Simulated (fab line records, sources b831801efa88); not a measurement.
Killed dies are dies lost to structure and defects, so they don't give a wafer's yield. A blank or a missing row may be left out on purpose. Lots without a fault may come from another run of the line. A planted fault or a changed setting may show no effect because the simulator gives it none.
Chamber matching | flow gf180mcu | GF_V4_ETCH_16 on rie_diel-02: 4 sister chambers
The step etches BARC in N2/H2. 8 wafers are shown with their chamber, then 7 later ones without.

WAFERS WITH THEIR CHAMBER
wafer  | chamber | drypump_motor_current_A (A) | oes_product_au (a.u.)
L162.4 | 0       | 6.2                         | 0.857
L163.1 | 0       | 6.1                         | 0.850
L163.3 | 1       | 5.8                         | 0.857
L164.2 | 3       | 6.0                         | 0.859
L164.3 | 2       | 5.7                         | 0.854
L164.5 | 1       | 5.9                         | 0.856
L168.1 | 2       | 5.7                         | 0.853
L168.3 | 3       | 6.0                         | 0.856

WAFERS WITHOUT THEIR CHAMBER
wafer  | drypump_motor_current_A (A) | oes_product_au (a.u.)
L168.5 | 5.8                         | 0.853
L170.4 | 5.7                         | 0.853
L170.5 | 5.7                         | 0.860
L170.6 | 5.8                         | 0.860
L178.1 | 6.1                         | 0.854
L178.4 | 5.8                         | 0.856
L178.5 | 6.0                         | 0.859

WHICH CHAMBER EACH WENT THROUGH
wafer  | from the rows above     | in truth
L168.5 | can't be placed: 1 or 2 | 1
L170.4 | 2                       | 2
L170.5 | can't be placed: 2 or 1 | 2
L170.6 | can't be placed: 1 or 2 | 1
L178.1 | can't be placed: 0 or 3 | 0
L178.4 | can't be placed: 1 or 2 | 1
L178.5 | 3                       | 3
Placed correctly: 2 of 7. Can't be placed from these rows: 5 (the true chamber is among the candidates in 5). Placed wrongly: 0.
How it was worked out, from the rows above alone: a wafer's distance from a chamber is the root of the sum, over the readings, of the square of ((its reading less the chamber's mean) divided by the reading's scatter). The wafer belongs to the nearest chamber; if the next one is less than 2 further off, it can't be placed. A chamber's mean is the mean of its shown wafers. The scatter: the root of (the sum of the squares of (reading less its chamber's mean) over the shown wafers, divided by (wafers less chambers)).
